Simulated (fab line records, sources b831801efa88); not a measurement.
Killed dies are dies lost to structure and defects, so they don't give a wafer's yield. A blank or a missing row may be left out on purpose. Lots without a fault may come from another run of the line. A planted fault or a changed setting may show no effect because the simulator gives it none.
A struck lot beside a sound one | flow sfq_line | 14 steps out of a route of 325
Sound: wafers L578.2, L578.3, L578.4. Struck: wafer L587.2. (L587.1, L587.4 of the same lot were not struck and are left out.) The cause comes at the end.
At each step with rows: each side's tool, then ch and its chambers, then its first start. Under that, the readings that differ: sound wafers | struck wafers | difference of the means | sigmas: that difference in standard deviations of wafers without a fault.
alike: readings whose means differ by less than 2 such deviations, and words and numbers that are the same on both sides. not compared: withheld readings, readings that some wafer has no value for, bounds like >300 that may hide the same value, and numbers for which the record gives no deviation and whose values overlap.
The two part at a step that has a row with sigmas, a row that says differs or no value, or rows on one side only. Numbers that don't overlap but have no deviation are shown without sigmas and don't part them. A reading that every wafer of one side lacks parts them only if that side has two wafers or more.

SFQ_TRILAYER_R5_ETCH_METAL_ETCH_139: etches the open film in Cl2, stops on SiO2, target depth 60 nm, time 40 s.
  sound on rie_metal-02 ch 0,1, day 61 06:40; struck on rie_metal-03 ch 1, day 68 22:35
  alike: drypump_motor_current_A, oes_product_au, rf_fwd_power_W
  not compared: rf_hours_counter_h
SFQ_TRILAYER_R5_STRIP_STRIP_140: strips in O2.
  sound on rie_metal-02 ch 0,1, day 61 06:44; struck on rie_metal-03 ch 1, day 68 22:38
  alike: drypump_motor_current_A, oes_product_au
  not compared: rf_hours_counter_h
then, 1 step without rows for these wafers: SFQ_TRILAYER_R5_STRIP_SOLV_CLEAN_141 (cleans in NMP, time 600 s).
SFQ_TRILAYER_A5C_DEP_PECVD_142: deposits SiO2 from SiH4/N2O, time 15.556 s, target thk 70 nm.
  sound on pecvd-01 ch 0,1,2, day 61 07:31; struck on pecvd-01 ch 1, day 68 23:25
  alike: heater_power_w, throttle_valve_pct
then, 6 steps without rows for these wafers: SFQ_TRILAYER_I5_LITHO_COAT_149 (resist thk 62 nm); SFQ_TRILAYER_I5_LITHO_COAT_144 (resist thk 650 nm); SFQ_TRILAYER_I5_LITHO_SOFTBAKE_148; SFQ_TRILAYER_I5_LITHO_EXPOSE_145 (exposes mask I5, target cd 700 nm); SFQ_TRILAYER_I5_LITHO_PEB_147 (peb time 60 s); SFQ_TRILAYER_I5_LITHO_DEVELOP_146 (time 60 s).
-- the record jumps here: 4 days lie between the struck wafers' starts before and after --
SFQ_I5_OVL_MEAS_936:
  sound on overlay-02, day 61 14:59; struck on overlay-02, day 73 05:31
  reading     | sound    | struck | difference | sigmas
  I5_OVL (nm) | -8 -7 -3 | 7      | +13        | +2
SFQ_TRILAYER_I5_BARC_OPEN_VIA_ETCH_200: etches BARC in O2, target depth 125 nm, time 41.7 s.
  sound on rie_diel-01 ch 1,2,3, day 61 15:01; struck on rie_diel-01 ch 3, day 73 05:34
  alike: drypump_motor_current_A, oes_product_au, rf_fwd_power_W
  not compared: rf_hours_counter_h
SFQ_TRILAYER_I5_ETCH_VIA_ETCH_147: etches the open film in CHF3, stops on Nb, target depth 360 nm.
  sound on rie_diel-01 ch 1,2,3, day 61 15:03; struck on rie_diel-01 ch 3, day 73 05:36
  reading               | sound             | struck | difference | sigmas
  oes_product_au (a.u.) | 0.987 0.981 0.994 | 0.969  | -0.018     | -2
  rf_fwd_power_W (W)    | 497.5 500.9 500.9 | 416.9  | -82.9      | -55
  alike: drypump_motor_current_A
SFQ_TRILAYER_I5_STRIP_STRIP_148: strips in O2.
  sound on rie_metal-01 ch 0,1, day 61 15:12; struck on rie_metal-04 ch 1, day 73 05:45
  alike: drypump_motor_current_A, oes_product_au
  not compared: rf_hours_counter_h

WHERE THEY PART
First at SFQ_I5_OVL_MEAS_936; last, within this record, at SFQ_TRILAYER_I5_ETCH_VIA_ETCH_147. Later steps at which nothing parts them and some readings are alike: SFQ_TRILAYER_I5_STRIP_STRIP_148.

WHY: what the simulator had put in
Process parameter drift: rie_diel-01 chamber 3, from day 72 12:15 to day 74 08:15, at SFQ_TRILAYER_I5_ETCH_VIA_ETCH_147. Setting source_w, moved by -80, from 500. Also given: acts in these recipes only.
